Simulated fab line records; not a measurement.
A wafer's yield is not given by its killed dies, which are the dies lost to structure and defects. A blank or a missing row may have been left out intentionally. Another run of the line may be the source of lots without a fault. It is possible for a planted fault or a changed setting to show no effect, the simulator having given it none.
Which tool was responsible? || flow gf180mcu || Sampling: 15 lots, 43 wafers, 3 of 602 route steps

== WHAT THE GAUGES READ, wafer by wafer ==
GF_NSD_TW_MEAS_12. Usual: for NSD_TW the level is 4284 and the standard deviation is 27.
{"lot": "L238", "measured": "day 13 18:31", "on": "film-metro-02", "NSD_TW": "4275 4317 4310", "flag": ""}
{"lot": "L239", "measured": "day 14 08:22", "on": "film-metro-02", "NSD_TW": "4312 4322 4314", "flag": ""}
{"lot": "L240", "measured": "day 14 11:37", "on": "film-metro-02", "NSD_TW": "4305 4300 4282", "flag": ""}
{"lot": "L242", "measured": "day 15 10:11", "on": "film-metro-04", "NSD_TW": "4228 4248 4234", "flag": ""}
{"lot": "L243", "measured": "day 15 18:25", "on": "film-metro-04", "NSD_TW": "4231 4249", "flag": ""}
{"lot": "L244", "measured": "day 16 07:50", "on": "film-metro-01", "NSD_TW": "4272 4285 4268", "flag": ""}
{"lot": "L245", "measured": "day 16 13:19", "on": "film-metro-01", "NSD_TW": "4294 4304 4292", "flag": ""}
{"lot": "L246", "measured": "day 16 19:47", "on": "film-metro-02", "NSD_TW": "4286 4299 4282", "flag": ""}
{"lot": "L247", "measured": "day 17 04:31", "on": "film-metro-04", "NSD_TW": "4281 4289", "flag": ""}
{"lot": "L249", "measured": "day 17 20:31", "on": "film-metro-02", "NSD_TW": "4282 4292 4277", "flag": ""}
{"lot": "L253", "measured": "day 19 04:54", "on": "film-metro-04", "NSD_TW": "4260 4303 4281", "flag": ""}
{"lot": "L255", "measured": "day 20 00:26", "on": "film-metro-04", "NSD_TW": "4304 4273 4296", "flag": ""}
{"lot": "L257", "measured": "day 20 17:55", "on": "film-metro-02", "NSD_TW": "4331 4322 4309", "flag": ""}
{"lot": "L258", "measured": "day 21 12:31", "on": "film-metro-04", "NSD_TW": "4240 4261 4262", "flag": ""}
{"lot": "L259", "measured": "day 21 14:02", "on": "film-metro-01", "NSD_TW": "4301 4228 4267", "flag": ""}

GF_SALICIDE_RS_MEAS_04: measurement is done with a four-point probe. Usual: for SALICIDE_TIN_RS the level is 16.4 ohm/sq and the standard deviation is 0.39.
{"lot": "L238", "measured": "day 15 13:45", "on": "film-metro-02", "SALICIDE_TIN_RS (ohm/sq)": "15.6 15.9 16.4", "flag": ""}
{"lot": "L239", "measured": "day 16 04:12", "on": "film-metro-04", "SALICIDE_TIN_RS (ohm/sq)": "16.6 16.6 16.7", "flag": ""}
{"lot": "L240", "measured": "day 16 07:32", "on": "film-metro-03", "SALICIDE_TIN_RS (ohm/sq)": "16.0 16.3 15.9", "flag": ""}
{"lot": "L242", "measured": "day 17 08:36", "on": "film-metro-02", "SALICIDE_TIN_RS (ohm/sq)": "16.2 16.7 15.9", "flag": ""}
{"lot": "L243", "measured": "day 17 17:01", "on": "film-metro-04", "SALICIDE_TIN_RS (ohm/sq)": "15.7 16.2", "flag": ""}
{"lot": "L244", "measured": "day 18 06:47", "on": "film-metro-02", "SALICIDE_TIN_RS (ohm/sq)": "16.6 16.8 16.7", "flag": ""}
{"lot": "L245", "measured": "day 18 12:29", "on": "film-metro-02", "SALICIDE_TIN_RS (ohm/sq)": "16.6 16.8 16.5", "flag": ""}
{"lot": "L246", "measured": "day 18 19:05", "on": "film-metro-04", "SALICIDE_TIN_RS (ohm/sq)": "16.6 16.2 15.8", "flag": ""}
{"lot": "L247", "measured": "day 19 04:27", "on": "film-metro-02", "SALICIDE_TIN_RS (ohm/sq)": "16.8 16.3", "flag": ""}
{"lot": "L249", "measured": "day 19 21:14", "on": "film-metro-04", "SALICIDE_TIN_RS (ohm/sq)": "16.8 16.6 16.8", "flag": ""}
{"lot": "L253", "measured": "day 21 04:54", "on": "film-metro-02", "SALICIDE_TIN_RS (ohm/sq)": "16.9 16.9 16.5", "flag": ""}
{"lot": "L255", "measured": "day 22 00:34", "on": "film-metro-04", "SALICIDE_TIN_RS (ohm/sq)": "16.7 16.5 16.7", "flag": ""}
{"lot": "L257", "measured": "day 22 17:52", "on": "film-metro-02", "SALICIDE_TIN_RS (ohm/sq)": "15.8 16.5 16.6", "flag": ""}
{"lot": "L258", "measured": "day 23 12:31", "on": "film-metro-04", "SALICIDE_TIN_RS (ohm/sq)": "16.7 16.1 16.6", "flag": ""}
{"lot": "L259", "measured": "day 23 13:06", "on": "film-metro-04", "SALICIDE_TIN_RS (ohm/sq)": "16.0 16.1 16.0", "flag": ""}

== EACH LOT AND THE TOOL THAT RAN IT (in order: tool; ch and the chambers of the sampled wafers; start) ==
{"lot": "L238", "GF_SALICIDE_SPUTTER_03": "pvd-sputter-04, day 15 13:42"}
{"lot": "L239", "GF_SALICIDE_SPUTTER_03": "pvd-sputter-02, day 16 04:10"}
{"lot": "L240", "GF_SALICIDE_SPUTTER_03": "pvd-sputter-01, day 16 07:30"}
{"lot": "L242", "GF_SALICIDE_SPUTTER_03": "pvd-sputter-01, day 17 08:34"}
{"lot": "L243", "GF_SALICIDE_SPUTTER_03": "pvd-sputter-04, day 17 16:59"}
{"lot": "L244", "GF_SALICIDE_SPUTTER_03": "pvd-sputter-02, day 18 06:43"}
{"lot": "L245", "GF_SALICIDE_SPUTTER_03": "pvd-sputter-02, day 18 12:28"}
{"lot": "L246", "GF_SALICIDE_SPUTTER_03": "pvd-sputter-04, day 18 19:01"}
{"lot": "L247", "GF_SALICIDE_SPUTTER_03": "pvd-sputter-04, day 19 04:25"}
{"lot": "L249", "GF_SALICIDE_SPUTTER_03": "pvd-sputter-02, day 19 21:13"}
{"lot": "L253", "GF_SALICIDE_SPUTTER_03": "pvd-sputter-02, day 21 04:52"}
{"lot": "L255", "GF_SALICIDE_SPUTTER_03": "pvd-sputter-02, day 22 00:33"}
{"lot": "L257", "GF_SALICIDE_SPUTTER_03": "pvd-sputter-04, day 22 17:50"}
{"lot": "L258", "GF_SALICIDE_SPUTTER_03": "pvd-sputter-02, day 23 12:29"}
{"lot": "L259", "GF_SALICIDE_SPUTTER_03": "pvd-sputter-01, day 23 13:04"}
- GF_SALICIDE_SPUTTER_03: material TiN, target thk 20 nm, time 16.7 s.

== AS READ BY THE TOOLS THEMSELVES (means over the sampled wafers that have a number; for cases with no such wafer, the mark the record gives instead) ==
GF_SALICIDE_SPUTTER_03. Usual: 29.7 % for throttle-valve-pct, sd 0.99.
{"lot": "L238", "tool": "pvd-sputter-04", "throttle-valve-pct (%)": 29.9, "flag": ""}
{"lot": "L239", "tool": "pvd-sputter-02", "throttle-valve-pct (%)": 30.1, "flag": ""}
{"lot": "L240", "tool": "pvd-sputter-01", "throttle-valve-pct (%)": 30.0, "flag": ""}
{"lot": "L242", "tool": "pvd-sputter-01", "throttle-valve-pct (%)": 30.2, "flag": ""}
{"lot": "L243", "tool": "pvd-sputter-04", "throttle-valve-pct (%)": 30.2, "flag": ""}
{"lot": "L244", "tool": "pvd-sputter-02", "throttle-valve-pct (%)": 30.2, "flag": ""}
{"lot": "L245", "tool": "pvd-sputter-02", "throttle-valve-pct (%)": 30.5, "flag": ""}
{"lot": "L246", "tool": "pvd-sputter-04", "throttle-valve-pct (%)": 29.8, "flag": ""}
{"lot": "L247", "tool": "pvd-sputter-04", "throttle-valve-pct (%)": 30.1, "flag": ""}
{"lot": "L249", "tool": "pvd-sputter-02", "throttle-valve-pct (%)": 29.6, "flag": ""}
{"lot": "L253", "tool": "pvd-sputter-02", "throttle-valve-pct (%)": 29.5, "flag": ""}
{"lot": "L255", "tool": "pvd-sputter-02", "throttle-valve-pct (%)": 29.7, "flag": ""}
{"lot": "L257", "tool": "pvd-sputter-04", "throttle-valve-pct (%)": 29.9, "flag": ""}
{"lot": "L258", "tool": "pvd-sputter-02", "throttle-valve-pct (%)": 28.4, "flag": ""}
{"lot": "L259", "tool": "pvd-sputter-01", "throttle-valve-pct (%)": 30.3, "flag": ""}

== THE ANSWER, worked out from the rows above alone ==
Rule: take the mean of a lot's wafers that have a number; if it is more than 3 standard deviations from the usual mean, the lot is off. A lot without any number at a reading at which 4 lots or more have one is off too. All remaining lots with rows at the step are treated as sound. The gauges are gone through in route order, then the tools' own readings, and for those a lot's mean is taken as printed above. The first step at which some lot is off is used, and at that step the reading that is off furthest; a lot without a number counts as furthest.
Across all readings shown, no lot is off: no conclusion can be drawn from this.

== WHAT WAS PUT IN BY THE SIMULATOR ==
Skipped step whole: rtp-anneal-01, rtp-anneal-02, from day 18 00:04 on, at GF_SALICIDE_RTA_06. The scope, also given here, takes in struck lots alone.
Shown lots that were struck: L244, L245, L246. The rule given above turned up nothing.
